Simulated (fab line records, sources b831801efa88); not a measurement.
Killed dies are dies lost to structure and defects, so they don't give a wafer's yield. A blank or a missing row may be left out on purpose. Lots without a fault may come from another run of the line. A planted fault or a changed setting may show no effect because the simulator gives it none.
Tool commonality check | flow gf180mcu | 13 lots, 39 wafers sampled

WHY IT WAS OPENED
At GF_HV_LDD_TW_MEAS_11 the reading HV_LDD_TW is flagged on 2 of 13 lots. Wafers without a fault read 2409, standard deviation 10.
Rule: a lot is flagged when every wafer of it that has a number lies more than 4 standard deviations from that mean, or none has a number. The other lots count as sound.

lot  | measured     | on            | HV_LDD_TW, wafer by wafer | flag
L839 | day 10 07:31 | film_metro-04 | 2411 2410 2411            |
L840 | day 10 11:30 | film_metro-03 | 2415 2403 2419            |
L841 | day 10 18:55 | film_metro-01 | 2411 2392 2406            |
L842 | day 11 08:46 | film_metro-01 | 2405 2410 2408            |
L844 | day 11 14:59 | film_metro-04 | 2408 2407 2415            |
L846 | day 12 00:10 | film_metro-04 | 2399 2403 2410            |
L848 | day 12 17:57 | film_metro-03 | 2389 2391 2389            |
L849 | day 13 04:42 | film_metro-01 | 2402 2402 2411            |
L851 | day 13 18:00 | film_metro-04 | 2412 2403 2394            |
L856 | day 15 11:10 | film_metro-04 | 2340 2319 2339            | FLAGGED
L857 | day 15 17:10 | film_metro-04 | 2409 2407 2405            |
L858 | day 15 21:29 | film_metro-03 | 2343 2338 2356            | FLAGGED
L861 | day 16 21:32 | film_metro-04 | 2403 2405 2402            |
The numbers of the flagged lots are 2339 on average: -70 against the usual, or -7 standard deviations.

WHICH TOOL RAN EACH LOT
The record holds 1 process step before the reading, out of a route of 602 steps. In each cell: the tool, then ch and the chambers that the sampled wafers went through, then the start.
lot  | flag    | GF_HV_LDD_IMPLANT_09
L839 |         | implanter-04 ch 0, day 10 07:16
L840 |         | implanter-01 ch 0, day 10 11:15
L841 |         | implanter-04 ch 0, day 10 18:40
L842 |         | implanter-03 ch 0, day 11 08:31
L844 |         | implanter-04 ch 0, day 11 14:46
L846 |         | implanter-04 ch 0, day 11 23:55
L848 |         | implanter-01 ch 0, day 12 17:42
L849 |         | implanter-04 ch 0, day 13 04:27
L851 |         | implanter-01 ch 0, day 13 17:45
L856 | FLAGGED | implanter-04 ch 0, day 15 10:55
L857 |         | implanter-03 ch 0, day 15 16:55
L858 | FLAGGED | implanter-04 ch 0, day 15 21:13
L861 |         | implanter-03 ch 0, day 16 21:17
What these steps do:
- GF_HV_LDD_IMPLANT_09
- GF_HV_LDD_TW_MEAS_11

FLAGGED OVER TOTAL, TOOL BY TOOL (the gauges that took the reading come last)
step                 | tool          | lots run | flagged | share of the flagged lots | sound lots run after its first flagged lot
GF_HV_LDD_IMPLANT_09 | implanter-01  | 3        | 0       | none                      | -
GF_HV_LDD_IMPLANT_09 | implanter-03  | 3        | 0       | none                      | -
GF_HV_LDD_IMPLANT_09 | implanter-04  | 7        | 2       | all                       | 0
GF_HV_LDD_TW_MEAS_11 | film_metro-01 | 3        | 0       | none                      | -
GF_HV_LDD_TW_MEAS_11 | film_metro-03 | 3        | 1       | some                      | 0
GF_HV_LDD_TW_MEAS_11 | film_metro-04 | 7        | 1       | some                      | 2 (L857,L861)

WHAT THE TABLE ALLOWS
1 row of the table ran every flagged lot: implanter-04 at GF_HV_LDD_IMPLANT_09.
- implanter-04 at GF_HV_LDD_IMPLANT_09: 2 of its 7 lots flagged. Its last sound lot is L849 (day 13 04:27), its first flagged lot L856 (day 15 10:55): a fault that began between those two fits. Its own readings lie more than 4 standard deviations out on every wafer of the flagged lots: dose_ions_cm2.
One tool is left: implanter-04 at GF_HV_LDD_IMPLANT_09.

WHAT THE SIMULATOR HAD PUT IN
Process parameter drift: implanter-04, from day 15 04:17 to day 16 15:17, at GF_HV_LDD_IMPLANT_09. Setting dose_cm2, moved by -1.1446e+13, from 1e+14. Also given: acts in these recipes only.
Lots struck among those shown: L856, L858. The rule above found the same.
